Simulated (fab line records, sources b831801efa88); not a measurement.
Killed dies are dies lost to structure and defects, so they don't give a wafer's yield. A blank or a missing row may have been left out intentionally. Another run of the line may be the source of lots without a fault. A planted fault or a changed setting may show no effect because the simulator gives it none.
What tool caused it? :: flow sky130 :: 45 wafers from 15 lots sampled at 3 of the route's 708 steps

WHAT THE GAUGES SHOWED, per wafer
SKY_RES_XHIGH_TW_MEAS_09. Usual: RES_XHIGH_TW typically reads 1647, with standard deviation 24.
lot: L362
measured: day 26 21:08
on: film_metro-02
RES_XHIGH_TW: 1661 1663 1648
flag: 

lot: L363
measured: day 27 10:20
on: film_metro-01
RES_XHIGH_TW: 1655 1649 1660
flag: 

lot: L366
measured: day 28 19:22
on: film_metro-01
RES_XHIGH_TW: 1634 1644 1633
flag: 

lot: L367
measured: day 29 09:08
on: film_metro-02
RES_XHIGH_TW: 1671 1666 1663
flag: 

lot: L369
measured: day 29 13:36
on: film_metro-01
RES_XHIGH_TW: 1651 1661 1645
flag: 

lot: L370
measured: day 29 13:46
on: film_metro-01
RES_XHIGH_TW: 1643 1647 1650
flag: 

lot: L372
measured: day 30 05:14
on: film_metro-02
RES_XHIGH_TW: 1659 1658 1662
flag: 

lot: L380
measured: day 33 08:19
on: film_metro-02
RES_XHIGH_TW: 1662 1666 1671
flag: 

lot: L381
measured: day 33 09:10
on: film_metro-04
RES_XHIGH_TW: 1594 1597 1597
flag: 

lot: L382
measured: day 33 15:05
on: film_metro-02
RES_XHIGH_TW: 1659 1673 1658
flag: 

lot: L383
measured: day 33 19:21
on: film_metro-01
RES_XHIGH_TW: 1653 1647 1646
flag: 

lot: L384
measured: day 34 03:10
on: film_metro-04
RES_XHIGH_TW: 1602 1595 1606
flag: 

EACH LOT AND THE TOOL THAT RAN IT (in order: tool; ch and the chambers of the sampled wafers; start)
lot: L362
SKY_SONOS_TUNNEL_DEVELOP_06: litho_track-02 ch 0, day 11 16:57
SKY_POLY_CUT_STRIP_12: plasma_asher-04 ch 0,1, day 24 10:47

lot: L363
SKY_SONOS_TUNNEL_DEVELOP_06: litho_track-04 ch 0, day 11 20:54
SKY_POLY_CUT_STRIP_12: plasma_asher-01 ch 0,1, day 24 23:50

lot: L366
SKY_SONOS_TUNNEL_DEVELOP_06: litho_track-02 ch 0, day 13 01:42
SKY_POLY_CUT_STRIP_12: plasma_asher-01 ch 0,1, day 26 11:38

lot: L367
SKY_SONOS_TUNNEL_DEVELOP_06: litho_track-01 ch 0, day 13 06:47
SKY_POLY_CUT_STRIP_12: plasma_asher-01 ch 0,1, day 27 01:34

lot: L369
SKY_SONOS_TUNNEL_DEVELOP_06: litho_track-01 ch 0, day 13 19:09
SKY_POLY_CUT_STRIP_12: plasma_asher-04 ch 0,1, day 27 04:56

lot: L370
SKY_SONOS_TUNNEL_DEVELOP_06: litho_track-01 ch 0, day 14 07:21
SKY_POLY_CUT_STRIP_12: plasma_asher-04 ch 0,1, day 27 06:46

lot: L372
SKY_SONOS_TUNNEL_DEVELOP_06: litho_track-01 ch 0, day 14 21:15
SKY_POLY_CUT_STRIP_12: plasma_asher-02 ch 0,1, day 27 22:08

lot: L377
SKY_SONOS_TUNNEL_DEVELOP_06: litho_track-02, day 17 00:55
SKY_POLY_CUT_STRIP_12: -

lot: L378
SKY_SONOS_TUNNEL_DEVELOP_06: litho_track-01, day 17 07:48
SKY_POLY_CUT_STRIP_12: -

lot: L379
SKY_SONOS_TUNNEL_DEVELOP_06: litho_track-04, day 17 12:02
SKY_POLY_CUT_STRIP_12: -

lot: L380
SKY_SONOS_TUNNEL_DEVELOP_06: litho_track-04 ch 0, day 17 15:29
SKY_POLY_CUT_STRIP_12: plasma_asher-01 ch 0,1, day 31 01:31

lot: L381
SKY_SONOS_TUNNEL_DEVELOP_06: litho_track-01 ch 0, day 17 20:45
SKY_POLY_CUT_STRIP_12: plasma_asher-04 ch 1, day 31 02:20

lot: L382
SKY_SONOS_TUNNEL_DEVELOP_06: litho_track-01 ch 0, day 18 10:48
SKY_POLY_CUT_STRIP_12: plasma_asher-04 ch 0,1, day 31 08:49

lot: L383
SKY_SONOS_TUNNEL_DEVELOP_06: litho_track-01 ch 0, day 18 15:29
SKY_POLY_CUT_STRIP_12: plasma_asher-02 ch 0,1, day 31 14:05

lot: L384
SKY_SONOS_TUNNEL_DEVELOP_06: litho_track-04 ch 0, day 18 23:08
SKY_POLY_CUT_STRIP_12: plasma_asher-02 ch 0,1, day 31 22:16
- SKY_SONOS_TUNNEL_DEVELOP_06: develop time 60 s.
- SKY_POLY_CUT_STRIP_12: strips in O2/N2.

WHAT THE TOOLS THEMSELVES READ (means of the sampled wafers that have a number; where no wafer has one, the mark that the record gives instead)
SKY_SONOS_TUNNEL_DEVELOP_06. Usual: 22.99 C for chill_plate_temp_C, sd 0.087.
lot: L362
tool: litho_track-02
chill_plate_temp_C (C): 22.98
flag: 

lot: L363
tool: litho_track-04
chill_plate_temp_C (C): 22.91
flag: 

lot: L366
tool: litho_track-02
chill_plate_temp_C (C): 23.06
flag: 

lot: L367
tool: litho_track-01
chill_plate_temp_C (C): 23.02
flag: 

lot: L369
tool: litho_track-01
chill_plate_temp_C (C): 22.88
flag: 

lot: L370
tool: litho_track-01
chill_plate_temp_C (C): 23.06
flag: 

lot: L372
tool: litho_track-01
chill_plate_temp_C (C): 22.93
flag: 

lot: L377
tool: litho_track-02
chill_plate_temp_C (C): -
flag: OFF

lot: L378
tool: litho_track-01
chill_plate_temp_C (C): -
flag: OFF

lot: L379
tool: litho_track-04
chill_plate_temp_C (C): -
flag: OFF

lot: L380
tool: litho_track-04
chill_plate_temp_C (C): 22.96
flag: 

lot: L381
tool: litho_track-01
chill_plate_temp_C (C): 22.91
flag: 

lot: L382
tool: litho_track-01
chill_plate_temp_C (C): 22.91
flag: 

lot: L383
tool: litho_track-01
chill_plate_temp_C (C): 23.01
flag: 

lot: L384
tool: litho_track-04
chill_plate_temp_C (C): 22.97
flag: 

SKY_POLY_CUT_STRIP_12. Usual: chamber_pressure_mTorr 1500.0 mTorr, standard deviation 1.3; drypump_motor_current_A 5.7 A, standard deviation 0.35; oes_product_au 0.453 a.u., standard deviation 0.0045; strip_time_to_endpoint_s 5.358 s, standard deviation 0.017.
lot: L362
tool: plasma_asher-04
chamber_pressure_mTorr (mTorr): 1500.5
drypump_motor_current_A (A): 5.9
oes_product_au (a.u.): 0.456
strip_time_to_endpoint_s (s): 5.360
flag: 

lot: L363
tool: plasma_asher-01
chamber_pressure_mTorr (mTorr): 1499.3
drypump_motor_current_A (A): 5.4
oes_product_au (a.u.): 0.453
strip_time_to_endpoint_s (s): 5.363
flag: 

lot: L366
tool: plasma_asher-01
chamber_pressure_mTorr (mTorr): 1500.8
drypump_motor_current_A (A): 5.4
oes_product_au (a.u.): 0.454
strip_time_to_endpoint_s (s): 5.373
flag: 

lot: L367
tool: plasma_asher-01
chamber_pressure_mTorr (mTorr): 1499.4
drypump_motor_current_A (A): 5.4
oes_product_au (a.u.): 0.452
strip_time_to_endpoint_s (s): 5.349
flag: 

lot: L369
tool: plasma_asher-04
chamber_pressure_mTorr (mTorr): 1499.9
drypump_motor_current_A (A): 5.9
oes_product_au (a.u.): 0.450
strip_time_to_endpoint_s (s): 5.365
flag: 

lot: L370
tool: plasma_asher-04
chamber_pressure_mTorr (mTorr): 1498.3
drypump_motor_current_A (A): 5.9
oes_product_au (a.u.): 0.455
strip_time_to_endpoint_s (s): 5.353
flag: 

lot: L372
tool: plasma_asher-02
chamber_pressure_mTorr (mTorr): 1499.5
drypump_motor_current_A (A): 5.9
oes_product_au (a.u.): 0.456
strip_time_to_endpoint_s (s): 5.359
flag: 

lot: L380
tool: plasma_asher-01
chamber_pressure_mTorr (mTorr): 1498.2
drypump_motor_current_A (A): 5.4
oes_product_au (a.u.): 0.457
strip_time_to_endpoint_s (s): 5.385
flag: 

lot: L381
tool: plasma_asher-04
chamber_pressure_mTorr (mTorr): 1499.7
drypump_motor_current_A (A): 6.0
oes_product_au (a.u.): 0.450
strip_time_to_endpoint_s (s): 5.361
flag: 

lot: L382
tool: plasma_asher-04
chamber_pressure_mTorr (mTorr): 1499.8
drypump_motor_current_A (A): 5.9
oes_product_au (a.u.): 0.458
strip_time_to_endpoint_s (s): 5.345
flag: 

lot: L383
tool: plasma_asher-02
chamber_pressure_mTorr (mTorr): 1498.7
drypump_motor_current_A (A): 5.5
oes_product_au (a.u.): 0.451
strip_time_to_endpoint_s (s): 5.360
flag: 

lot: L384
tool: plasma_asher-02
chamber_pressure_mTorr (mTorr): 1501.3
drypump_motor_current_A (A): 5.9
oes_product_au (a.u.): 0.452
strip_time_to_endpoint_s (s): 5.370
flag: 

THE ANSWER, worked out from the rows above alone
Rule: lot off if the mean of its wafers having a number is beyond 3 standard deviations from the usual mean. A lot without any number at a reading at which 4 lots or more have one is off too. Any other lot the step has rows for is counted as sound. First the gauges in route order, then the tools' own readings, where a lot's mean is used as printed above. At the first step where some lot is off, the reading lying furthest off is the one used; lots without a number count as furthest.
Off: L377, L378, L379, at SKY_SONOS_TUNNEL_DEVELOP_06 (chill_plate_temp_C). Without a number there: L377, L378, L379.
If a tool, at that step or one of the process steps before it, ran each lot that is off and ran no sound lot following the first of them, it fits. Of those tried, none fits.

WHAT THE SIMULATOR HAD INSERTED
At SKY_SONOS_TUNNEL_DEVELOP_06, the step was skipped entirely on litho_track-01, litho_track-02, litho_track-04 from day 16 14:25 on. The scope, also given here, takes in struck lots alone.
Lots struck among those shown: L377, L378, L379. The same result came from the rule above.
